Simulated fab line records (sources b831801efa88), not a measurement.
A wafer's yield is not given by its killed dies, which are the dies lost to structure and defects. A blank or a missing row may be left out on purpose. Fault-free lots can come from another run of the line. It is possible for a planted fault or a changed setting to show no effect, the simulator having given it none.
Chamber matching -- flow sky130 -- SKY_VIA1_CMP_24 on cmp-02: 4 sister chambers
The step polishes, stops on SiO2, t overpolish 15 s, target thk 0 nm. 4 wafers are shown with their chamber, then 7 later ones without.

== WAFERS WITH THEIR CHAMBER ==
wafer,chamber,motorCurrentA (A)
L077.1,0,11.6
L081.5,1,10.8
L082.3,3,11.5
L082.4,2,10.5

== WAFERS WITH NO CHAMBER GIVEN ==
wafer,motorCurrentA (A)
L082.5,11.8
L087.3,11.3
L087.4,11.1
L087.6,11.3
L093.1,11.4
L093.2,11.0
L093.4,11.5

== WHICH CHAMBER EACH ONE RAN IN ==
wafer,from the rows above,in truth
L082.5,can't be placed: 0 or 3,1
L087.3,can't be placed: 3 or 0 or 1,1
L087.4,can't be placed: 1 or 3 or 0 or 2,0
L087.6,can't be placed: 3 or 0 or 1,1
L093.1,can't be placed: 3 or 0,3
L093.2,can't be placed: 1 or 2 or 3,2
L093.4,can't be placed: 3 or 0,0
Correctly placed: 0 of 7. Cannot be placed on the basis of these rows: 7; the candidates contain the true chamber in 6. Wrongly placed: 0.
How it was worked out, from the rows above alone: a wafer's distance from a chamber is the root of the sum, over the readings, of the square of ((its reading less the chamber's mean) divided by the reading's scatter). If the next closest chamber is less than 2 further off than the closest, the wafer can't be placed; otherwise it belongs to the closest. For every chamber, the mean is computed from those of its wafers that are shown. The scatter (one wafer shown for each chamber): square how far every hidden wafer sits from the nearest shown wafer, average those squares and take the square root.
